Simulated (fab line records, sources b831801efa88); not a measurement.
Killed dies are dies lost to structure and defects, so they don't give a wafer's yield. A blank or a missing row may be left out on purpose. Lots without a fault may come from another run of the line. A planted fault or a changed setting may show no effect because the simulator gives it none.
A struck lot beside a sound one | flow sky130 | 15 steps out of a route of 708
Sound: wafers L334.3, L334.4, L334.6. Struck: wafers L335.1, L335.2, L335.3. The cause comes at the end.
At each step with rows: each side's tool, then ch and its chambers, then its first start. Under that, the readings that differ: sound wafers | struck wafers | difference of the means | sigmas: that difference in standard deviations of wafers without a fault.
alike: readings whose means differ by less than 2 such deviations, and words and numbers that are the same on both sides. not compared: withheld readings, readings that some wafer has no value for, bounds like >300 that may hide the same value, and numbers for which the record gives no deviation and whose values overlap.
The two part at a step that has a row with sigmas, a row that says differs or no value, or rows on one side only. Numbers that don't overlap but have no deviation are shown without sigmas and don't part them. A reading that every wafer of one side lacks parts them only if that side has two wafers or more.

first, 2 steps without rows for these wafers: SKY_NWELL_IMPLANT_12; SKY_NWELL_IMPLANT_13.
SKY_NWELL_STRIP_14: strips in O2/N2.
  sound on plasma_asher-01 ch 0,1, day 9 09:17; struck on plasma_asher-03 ch 0,1, day 9 14:56
  alike: drypump_motor_current_A, oes_product_au, strip_time_to_endpoint_s
  not compared: rf_hours_counter_h
SKY_NWELL_TW_MEAS_15:
  sound on film_metro-02, day 9 09:23; struck on film_metro-04, day 9 15:02
  alike: NWELL_TW
then, 7 steps without rows for these wafers: SKY_NWELL_DEHYDRATE_16 (time 60 s); SKY_NWELL_HMDS_17 (prime time 60 s); SKY_NWELL_COAT_18 (resist thk 3000 nm); SKY_NWELL_SOFTBAKE_19; SKY_NWELL_EXPOSE_20 (exposes mask NWM COMPLEMENT, target cd 840 nm); SKY_NWELL_PEB_21; SKY_NWELL_DEVELOP_22 (develop time 60 s).
SKY_NWELL_OVL_MEAS_23:
  sound on overlay-01, day 10 06:54; struck on overlay-01, day 10 12:29
  alike: NWELL_01_OVL
SKY_NWELL_IMPLANT_24:
  sound on implanter-04 ch 0, day 10 06:58; struck on implanter-01 ch 0, day 10 12:31
  reading                   | sound                | struck               | difference | sigmas
  beam_energy_keV           | 139.99 139.97 140.03 | 128.98 129.03 129.06 | -10.97     | -99 or more
  model.implant.drp_nm (nm) | 95.47 95.47 95.47    | 92.49 92.49 92.49    | -2.98      |
  alike: end_station_pressure_torr
SKY_NWELL_STRIP_25: strips in O2/N2.
  sound on plasma_asher-04 ch 0,1, day 10 07:07; struck on plasma_asher-03 ch 0,1, day 10 12:40
  alike: drypump_motor_current_A, oes_product_au, strip_time_to_endpoint_s
  not compared: rf_hours_counter_h
-- the record jumps here: 40 days lie between the struck wafers' starts before and after (it left off in module NWELL and takes up again in module PAD_OPEN, whose first step shown is number 708 of the route) --
SKY_PAD_OPEN_PROBE_99:
  sound on prober-01, day 50 11:14; struck on prober-02, day 50 12:38
  reading                                 | sound                         | struck                        | difference | sigmas
  model.etest.res_iso_pwell.rs_ohm_sq     | 2822 2896 2706                | 4302 4300 4250                | +1476      |
  model.etest.pfet_16v.r_on_ohm_um        | 1.542e+04 1.544e+04 1.518e+04 | 1.612e+04 1.633e+04 1.626e+04 | +8.900e+02 |
  model.etest.res_iso_pwell.line_ohm_um   | 1074 1094 1020                | 1654 1625 1630                | +574       |
  model.etest.tip_n_5v.rs_ohm_sq          | 1377 1369 1369                | 1444 1428 1446                | +68        |
  model.etest.res_iso_pwell.width_nm (nm) | 2670 2667 2658                | 2629 2620 2627                | -40        |
  model.etest.res_nwell.width_nm (nm)     | 827.7 832.7 825.7             | 861.9 867 866.5               | +36.4      |
  model.etest.pfet_16v.drive_ua_um        | 238.1 238.1 239.6             | 237.9 234.1 236.3             | -2.5       |
  model.etest.field_n.vt_v (V)            | 35.97 36.32 35.01             | 33.78 33.78 33.79             | -1.98      |
  alike: killed_at_M0_to_M3, killed_at_M4_up, killed_at_contacts, killed_at_front_end, killed_at_other, killed_dies, killed_open, killed_short

WHERE THEY PART
Only at SKY_NWELL_IMPLANT_24, within this record. Later steps at which nothing parts them and some readings are alike: SKY_NWELL_STRIP_25, SKY_PAD_OPEN_PROBE_99.

WHY: what the simulator had put in
Process parameter drift: implanter-01, from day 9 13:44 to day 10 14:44, at SKY_NWELL_IMPLANT_24. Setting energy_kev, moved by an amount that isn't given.
